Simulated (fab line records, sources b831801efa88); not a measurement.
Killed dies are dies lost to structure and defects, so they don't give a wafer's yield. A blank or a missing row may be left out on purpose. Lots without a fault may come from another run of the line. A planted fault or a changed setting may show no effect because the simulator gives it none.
A struck lot beside a sound one | flow gf180mcu | 15 steps out of a route of 602
Sound: wafers L410.2, L410.5, L410.6. Struck: wafer L417.2. (L417.3, L417.4 of the same lot were not struck and are left out.) The cause comes at the end.
At each step with rows: each side's tool, then ch and its chambers, then its first start. Under that, the readings that differ: sound wafers | struck wafers | difference of the means | sigmas: that difference in standard deviations of wafers without a fault.
alike: readings whose means differ by less than 2 such deviations, and words and numbers that are the same on both sides. not compared: withheld readings, readings that some wafer has no value for, bounds like >300 that may hide the same value, and numbers for which the record gives no deviation and whose values overlap.
The two part at a step that has a row with sigmas, a row that says differs or no value, or rows on one side only. Numbers that don't overlap but have no deviation are shown without sigmas and don't part them. A reading that every wafer of one side lacks parts them only if that side has two wafers or more.

GF_V1_CD_MEAS_14: target cd 260 nm.
  sound on cd_sem-02, day 19 19:53; struck on cd_sem-02, day 22 19:23
  alike: cd_nm
GF_V1_OVL_MEAS_15:
  sound on overlay-01, day 19 19:59; struck on overlay-01, day 22 19:29
  alike: V1_OVL
GF_V1_ETCH_16: etches BARC in N2/H2.
  sound on rie_diel-01 ch 0,2,3, day 19 20:01; struck on rie_diel-04 ch 3, day 22 19:31
  alike: drypump_motor_current_A, h2_flow_sccm, oes_product_au, throttle_valve_pct
GF_V1_ETCH_17: etches SiO2 in C4F8/O2/Ar, stops on TiN, target depth 630 nm.
  sound on rie_diel-01 ch 0,2,3; struck on rie_diel-04 ch 3
  alike: oes_product_au
GF_V1_STRIP_18: strips in O2/N2.
  sound on plasma_asher-01 ch 0,1, day 19 20:08; struck on plasma_asher-02 ch 1, day 22 19:38
  alike: drypump_motor_current_A, heater_power_w, oes_product_au
  not compared: rf_hours_counter_h
then, 4 steps without rows for these wafers: GF_V1_STRIP_19 (strips in post etch residue remover, time 1200 s); GF_V1_CLEAN_20 (cleans in DIW); GF_V1_SPUTTER_21 (material Ti, target thk 15 nm, time 80.02 s); GF_V1_SPUTTER_22 (material TiN, target thk 10 nm, time 40 s).
GF_V1_CVD_23: deposits W, target thk 350 nm, time 105.05 s.
  sound on cvd_w-02 ch 0,1, day 19 20:47; struck on cvd_w-02 ch 1, day 22 20:17
  alike: heater_power_w
GF_V1_RS_MEAS_24: measures by four-point-probe.
  sound on film_metro-04, day 19 20:55; struck on film_metro-01, day 22 20:25
  alike: V1_W_RS
GF_V1_THK_MEAS_25: measures by xrf.
  sound on film_metro-04, day 19 21:01; struck on film_metro-01, day 22 20:31
  alike: V1_W_THK
GF_V1_CMP_26: polishes, stops on SiO2, t overpolish 15 s, target thk 0 nm.
  sound on cmp-01 ch 0,1,3, day 19 21:13; struck on cmp-01 ch 1, day 22 20:34
  reading                | sound          | struck | difference | sigmas
  time_to_endpoint_s (s) | 86.2 84.2 86.9 | 46.0   | -39.8      | -15
  alike: motor_current_A, overpolish_run_s
GF_M2_SPUTTER_00: material Ti, target thk 37.5 nm, time 150 s.
  sound on pvd_sputter-02, day 19 21:22; struck on pvd_sputter-03, day 22 20:52
  alike: substrate_temp_c, throttle_valve_pct
GF_PASSIVATION_PROBE_99:
  the record has rows for the sound wafers here (prober-02, day 30 08:05) and none for the struck ones

WHERE THEY PART
First at GF_V1_CMP_26; last, within this record, at GF_PASSIVATION_PROBE_99.

WHY: what the simulator had put in
Process parameter drift: cmp-01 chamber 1, from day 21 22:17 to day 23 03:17, at GF_V1_CMP_26. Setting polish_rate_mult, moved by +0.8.
